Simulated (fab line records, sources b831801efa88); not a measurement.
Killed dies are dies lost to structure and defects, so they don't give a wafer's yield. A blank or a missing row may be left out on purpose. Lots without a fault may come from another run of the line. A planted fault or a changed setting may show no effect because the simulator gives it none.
Which tool did it? | flow gf180mcu | 7 lots, 21 wafers sampled, at 1 step of a route of 602

WHAT THE GAUGES READ, wafer by wafer
GF_STI_THK_MEAS_02.
lot  | measured    | on            | STI_OXIDATION_THK (nm)
L242 | day 1 16:31 | film_metro-03 | 9.85 9.88 10.04
L245 | day 2 08:17 | film_metro-01 | 10.07 10.07 10.27
L247 | day 2 17:32 | film_metro-03 | 10.13 10.10 10.21
L249 | day 3 04:16 | film_metro-01 | 10.25 10.33 10.33
L251 | day 3 13:50 | film_metro-03 | 10.06 10.07 9.94
L254 | day 4 05:29 | film_metro-03 | 10.06 10.26 10.21
L259 | day 5 09:10 | film_metro-03 | 9.86 9.90 9.87

WHICH TOOL RAN EACH LOT (tool, then ch and the chambers of the sampled wafers, then the start)
The record holds no process step before these readings.

THE ANSWER, worked out from the rows above alone
Rule: what is usual is taken from the lots themselves. Put in order of their means at a reading, lots are off if they are a third of the lots or fewer, leave a main group of 4 or more, and stand apart from it by a gap of 3 or more times the standard deviation of the main group's means; of several such gaps the widest counts. A main group whose means are all the same, to the digits that the tables above print for the reading, isn't used. A lot without any number at a reading at which 4 lots or more have one is off too. The other lots that the step has rows for count as sound.
No lot is off at any reading shown: from this, nothing can be told.

WHAT THE SIMULATOR HAD PUT IN
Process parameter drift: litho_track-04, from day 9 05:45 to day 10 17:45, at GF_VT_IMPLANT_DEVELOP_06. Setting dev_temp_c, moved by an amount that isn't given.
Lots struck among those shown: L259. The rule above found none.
